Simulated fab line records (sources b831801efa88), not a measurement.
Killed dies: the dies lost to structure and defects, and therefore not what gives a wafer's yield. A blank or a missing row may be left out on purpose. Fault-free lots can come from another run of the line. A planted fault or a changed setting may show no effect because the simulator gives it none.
Which tool is to blame? + flow gf180mcu + 13 lots with 39 wafers sampled at 3 steps, on a route of 602 steps

## WHAT THE GAUGES READ, wafer by wafer
GF_STI_THK_MEAS_24.
| lot  | measured    | on            | STI_CVD_23_THK (nm) |
|------|-------------|---------------|---------------------|
| L940 | day 2 04:16 | film-metro-01 | 642 646 648         |
| L941 | day 2 08:32 | film-metro-03 | 638 635 641         |
| L942 | day 2 14:58 | film-metro-04 | 646 631 640         |
| L943 | day 2 19:17 | film-metro-03 | 648 648 651         |
| L944 | day 3 00:19 | film-metro-01 | 649 650 650         |
| L945 | day 3 05:47 | film-metro-01 | 655 666 656         |
| L949 | day 4 03:36 | film-metro-04 | 644 645 647         |
| L950 | day 4 07:17 | film-metro-03 | 648 656 653         |
| L951 | day 4 13:10 | film-metro-03 | 653 643 649         |
| L953 | day 4 23:32 | film-metro-01 | 637 645 626         |
| L955 | day 5 08:44 | film-metro-01 | 642 632 642         |
| L956 | day 5 13:48 | film-metro-01 | 647 649 643         |
| L957 | day 5 19:26 | film-metro-03 | 654 649 640         |

GF_HV_LDD_CD_MEAS_19: the cd target is 400 nm.
| lot  | measured     | on        | cd-nm (nm)        |
|------|--------------|-----------|-------------------|
| L940 | day 10 20:38 | cd-sem-02 | 399.2 398.3 397.9 |
| L941 | day 11 03:16 | cd-sem-01 | 402.1 400.4 400.1 |
| L942 | day 11 10:42 | cd-sem-02 | 400.4 399.8 401.5 |
| L943 | day 11 18:10 | cd-sem-01 | 401.5 399.4 401.8 |
| L944 | day 12 00:10 | cd-sem-01 | 397.5 395.2 398.6 |
| L945 | day 12 18:22 | cd-sem-01 | 399.9 398.1 396.7 |
| L949 | day 13 16:04 | cd-sem-01 | 395.8 397.9 396.8 |
| L950 | day 13 21:43 | cd-sem-01 | 398.5 399.0 399.7 |
| L951 | day 14 04:17 | cd-sem-01 | 383.6 386.6 385.5 |
| L953 | day 15 11:00 | cd-sem-02 | 401.6 400.2 402.2 |
| L955 | day 15 16:12 | cd-sem-02 | 382.8 382.7 382.3 |
| L956 | day 15 17:43 | cd-sem-01 | 398.2 395.7 397.9 |
| L957 | day 16 07:18 | cd-sem-01 | 400.8 401.0 402.2 |

## WHICH TOOL RAN EACH LOT (tool, then ch and the chambers of the sampled wafers, then the start)
| lot  | GF_HV_LDD_EXPOSE_16                 |
|------|-------------------------------------|
| L940 | iline-stepper-01 ch 0, day 10 11:56 |
| L941 | iline-stepper-01 ch 0, day 10 17:43 |
| L942 | iline-stepper-01 ch 0, day 11 02:15 |
| L943 | iline-stepper-01 ch 0, day 11 09:06 |
| L944 | iline-stepper-01 ch 0, day 11 15:07 |
| L945 | iline-stepper-02 ch 0, day 12 10:40 |
| L949 | iline-stepper-02 ch 0, day 13 06:50 |
| L950 | iline-stepper-01 ch 0, day 13 12:20 |
| L951 | iline-stepper-02 ch 0, day 13 17:44 |
| L953 | iline-stepper-01 ch 0, day 15 00:37 |
| L955 | iline-stepper-02 ch 0, day 15 05:53 |
| L956 | iline-stepper-01 ch 0, day 15 07:26 |
| L957 | iline-stepper-01 ch 0, day 15 20:18 |
- GF_HV_LDD_EXPOSE_16: exposes mask Pplus LV AREA, target cd 400 nm.

## AS READ BY THE TOOLS THEMSELVES (means over the sampled wafers that have a number; for cases with no such wafer, the mark the record gives instead)
GF_HV_LDD_EXPOSE_16.
| lot  | tool             | exposure-dose-mJ-cm2 |
|------|------------------|----------------------|
| L940 | iline-stepper-01 | 139.90               |
| L941 | iline-stepper-01 | 140.22               |
| L942 | iline-stepper-01 | 140.15               |
| L943 | iline-stepper-01 | 139.91               |
| L944 | iline-stepper-01 | 140.14               |
| L945 | iline-stepper-02 | 139.98               |
| L949 | iline-stepper-02 | 139.82               |
| L950 | iline-stepper-01 | 139.93               |
| L951 | iline-stepper-02 | 132.94               |
| L953 | iline-stepper-01 | 140.23               |
| L955 | iline-stepper-02 | 132.86               |
| L956 | iline-stepper-01 | 139.66               |
| L957 | iline-stepper-01 | 139.85               |

## THE ANSWER, worked out from the rows above alone
Rule: usual is defined by the lots themselves. The widest of any qualifying gaps counts: lots, ordered by their means at a reading, are off when they make up no more than a third of the lots, leave a main group of 4 or more, and stand apart from it by 3 or more times the standard deviation of that group's means. If all means in a main group match to the digits the tables above print for the reading, that group is not used. A lot without any number at a reading at which 4 lots or more have one is off too. All remaining lots with rows at the step are treated as sound. First the gauges in route order, then the tools' own readings, where a lot's mean is used as printed above. At the first step where some lot is off, the reading lying furthest off is the one used; lots without a number count as furthest.
Off: L951, L955, at GF_HV_LDD_CD_MEAS_19 (cd-nm). The main group has a mean of 399.3 nm with a standard deviation of 1.7.
If a tool, at a process step before that reading, ran all the lots that are off and no sound lot after the first of them, it fits. Not tried: the gauges at GF_HV_LDD_CD_MEAS_19; whatever is off there is also off at GF_HV_LDD_EXPOSE_16, on other tools, and gauge error can't account for it. One candidate fits, namely iline-stepper-02 at GF_HV_LDD_EXPOSE_16. A fault onset in the window from L949 (day 13 06:50, its last sound lot) to L951 (day 13 17:44, its first lot off) fits.
The tool's own readings at GF_HV_LDD_EXPOSE_16 bear it out: on the lots that are off they differ by more than 5 times the standard deviation of the sound lots' means. exposure-dose-mJ-cm2 reads 132.90 there against 139.98 on the sound lots.

## WHAT HAD BEEN PUT IN BY THE SIMULATOR
Process parameters drifting: iline-stepper-02 at GF_HV_LDD_EXPOSE_16, beginning at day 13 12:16. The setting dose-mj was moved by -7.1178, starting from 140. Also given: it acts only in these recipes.
Lots struck among those shown: L951, L955. Same finding as the rule above.
